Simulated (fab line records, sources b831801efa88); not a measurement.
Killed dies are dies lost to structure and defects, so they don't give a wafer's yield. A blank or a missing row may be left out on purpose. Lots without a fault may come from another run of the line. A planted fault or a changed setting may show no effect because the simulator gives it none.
Split-lot experiment | flow sfq_line | 5 lots, 23 wafers read, on a route of 325 steps

THE SPLIT
At SFQ_TRILAYER_I5_LITHO_PEB_147 (peb time 60 s), the setting peb_temp_c was moved away from the recipe's 115 C on 10 of the 23 wafers read, by -1.0% to +3.1%. The other wafers ran this setting at the recipe's value.

FROM THE SPLIT TO THE READING: what the file shows between them, 1 step
- SFQ_TRILAYER_I5_LITHO_DEVELOP_146: time 60 s

THE READING
I5.cd_nm (the simulator's own value, which no gauge read), in nm, at SFQ_TRILAYER_I5_BARC_OPEN_VIA_ETCH_200 (etches BARC in O2, target depth 125 nm, time 41.7 s). The file gives no usual value for it. The 13 wafers here that ran the recipe average 699.8 nm, standard deviation 1.6 nm.

wafer  | tool, chamber at the split | peb_temp_c as run, C | against the recipe | I5.cd_nm, nm | against lot-mates on the recipe
L075.3 | litho_track-04, 0          | 115                  | recipe             | 700.9        | -
L075.4 | litho_track-04, 0          | 115                  | recipe             | 698.5        | -
L075.5 | litho_track-04, 0          | 115                  | recipe             | 699.8        | -
L079.1 | litho_track-01, 0          | 115                  | recipe             | 700.4        | -
L079.2 | litho_track-01, 0          | 116.5                | +1.3%              | 723.2        | +25.4
L079.4 | litho_track-01, 0          | 115                  | recipe             | 697.3        | -
L079.5 | litho_track-01, 0          | 115                  | recipe             | 695.8        | -
L079.6 | litho_track-01, 0          | 116.5                | +1.3%              | 725.5        | +27.7
L080.1 | litho_track-02, 0          | 115                  | recipe             | 701.1        | -
L080.2 | litho_track-02, 0          | 116.1                | +1.0%              | 717.6        | +16.9
L080.3 | litho_track-02, 0          | 115                  | recipe             | 700.3        | -
L080.4 | litho_track-02, 0          | 116.1                | +1.0%              | 720.3        | +19.6
L080.5 | litho_track-02, 0          | 116.1                | +1.0%              | 719.3        | +18.6
L081.1 | litho_track-04, 0          | 113.8                | -1.0%              | 677.2        | -23.6
L081.2 | litho_track-04, 0          | 115                  | recipe             | 701.1        | -
L081.3 | litho_track-04, 0          | 115                  | recipe             | 700.6        | -
L081.5 | litho_track-04, 0          | 113.8                | -1.0%              | 677.6        | -23.2
L081.6 | litho_track-04, 0          | 115                  | recipe             | 700.7        | -
L083.2 | litho_track-02, 0          | 118.6                | +3.1%              | 758          | +57.2
L083.3 | litho_track-02, 0          | 115                  | recipe             | 701          | -
L083.4 | litho_track-02, 0          | 118.6                | +3.1%              | 756.2        | +55.5
L083.5 | litho_track-02, 0          | 118.6                | +3.1%              | 757          | +56.2
L083.6 | litho_track-02, 0          | 115                  | recipe             | 700.5        | -

THE FIT
A straight line over all 23 wafers: I5.cd_nm changes by +18.7 nm for each +1% of peb_temp_c; r = +1.00; the points scatter about the line by 1.8 nm.
The same after taking each lot's own level away (the mean of its wafers on the recipe; 23 wafers): +18.7 nm for each +1%; r = +1.00; scatter 1.9 nm.
On that fit, the largest move of peb_temp_c shifts the reading by 58 nm.
The lots' own levels span 697.83 to 700.80 nm, that is 1.9 times the standard deviation above.
So the lot-to-lot level changes the slope little: the two slopes agree.
Check: with one of the wafers moved furthest among these (+3.1%) left out of the fit, the line predicts +58.4 nm for it against its lot-mates. It came out at +57.2 nm against them.

OTHER SPLITS ON THESE WAFERS
These wafers also went through other splits before the reading. Each is held against what the fit with the lots' levels taken away leaves over:
other split on the same wafers                  | wafers away from the commonest value | r with I5.cd_nm (lot level and that fit taken away)
SFQ_TRILAYER_JJ_CE_LITHO_PEB_117 peb_temp_c     | 6                                    | +0.34
SFQ_TRILAYER_M5_LITHO_COAT_123 spin_rpm         | 7                                    | -0.18
SFQ_TRILAYER_M5_BARC_OPEN_METAL_ETCH_161 bias_w | 10                                   | +0.03
SFQ_TRILAYER_R5_DEP_SPUTTER_133 power_w         | 7                                    | -0.21
SFQ_TRILAYER_R5_LITHO_COAT_136 spin_rpm         | 10                                   | -0.09

THE FILE'S OWN FIT
I5.cd_nm changes by +18.7 nm for each +1% of peb_temp_c, r = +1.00.
